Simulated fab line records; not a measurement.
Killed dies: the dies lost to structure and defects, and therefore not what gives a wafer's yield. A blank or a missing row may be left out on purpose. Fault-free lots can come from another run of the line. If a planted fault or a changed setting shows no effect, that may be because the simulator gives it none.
One fault through the eyes of 2 desks | flow gf180mcu | only its own numbers are on each desk; what lay behind them is given at the end
Where a reading is given only as a bound, like >300, the bound stands for it, and a mean or a difference that rests on one is marked > or <: the true number lies beyond.

== FROM THE METROLOGY DESK ==
What the gauges read, lot by lot, whatever tool the lot ran on: means of the sampled wafers that have a number. Any lot whose mean is over 4 standard deviations away from the usual mean is out of limits and marked OUT; that distance is given in the brackets.
Columns: A = V2_BOW at GF_V2_BOW_MEAS_05, usual 102 um; B = V2_W_RS at GF_V2_RS_MEAS_24, usual 0.328 ohm/sq; C = V2_W_THK at GF_V2_THK_MEAS_25, usual 352 nm
lot  | first seen here | A   | B                        | C
L336 | day 20 10:32    | 93  | 0.326                    | 354
L338 | day 21 05:01    | 92  | 0.324                    | 352
L339 | day 21 14:49    | 97  | 0.321                    | 356
L341 | day 22 11:29    | 91  | 0.331                    | 352
L342 | day 22 12:11    | 98  | 0.331                    | 348
L345 | day 23 18:08    | 106 | 0.325                    | 355
L349 | day 24 21:55    | 99  | 44.651 (+99 or more) OUT | -
L350 | day 25 09:09    | 102 | 43.462 (+99 or more) OUT | <0 (<-77) OUT
L354 | day 26 09:56    | 91  | 0.333                    | 343
L355 | day 26 20:02    | 99  | 0.333                    | 349
L356 | day 27 05:41    | 106 | 0.326                    | 358
This desk finds L349, L350 out of limits, with the earliest case on L349 at day 25 19:33 (V2_W_RS at GF_V2_RS_MEAS_24). In limits: L336, L338, L339, L341, L342, L345, L354, L355, L356.

== TOOL OWNER'S DESK, cvd-w-02 ==
The tool's own readings at GF_V2_CVD_23 (deposits W, target thk 350 nm, time 104.94 s): means of the sampled wafers that have a number, for each lot that ran on this tool. Any lot whose mean is over 4 standard deviations away from the usual mean is out of limits and marked OUT; that distance is given in the brackets.
Columns: A = chamber-pressure-Torr at GF_V2_CVD_23, usual 40.00 Torr; B = heater-power-outer-w at GF_V2_CVD_23, usual 549 W; C = heater-power-w at GF_V2_CVD_23, usual 887 W
lot  | first seen here | A     | B   | C
L336 | day 21 12:16    | 40.02 | 541 | 880
L339 | day 22 14:53    | 40.03 | 566 | 874
L341 | day 23 10:50    | 39.97 | 534 | 867
L354 | day 27 06:53    | 39.95 | 565 | 877
Finding of this desk: none of the 4 lots has anything out of limits.

== TAKEN TOGETHER ==
L349, L350 would have let the metrology desk raise an alarm at day 25 19:33.
Nothing out of limits was seen by the tool owner's desk.
The tool owner's desk has no number on record for L349, L350.
All the named lots went through GF_V2_CVD_23 on cvd-w-02.

== WHAT THE SIMULATOR PUT IN ==
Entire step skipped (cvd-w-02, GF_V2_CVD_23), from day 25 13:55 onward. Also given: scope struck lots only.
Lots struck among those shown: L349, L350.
Hours from the fault's start to each desk's first reading out of limits: the metrology desk, 6.
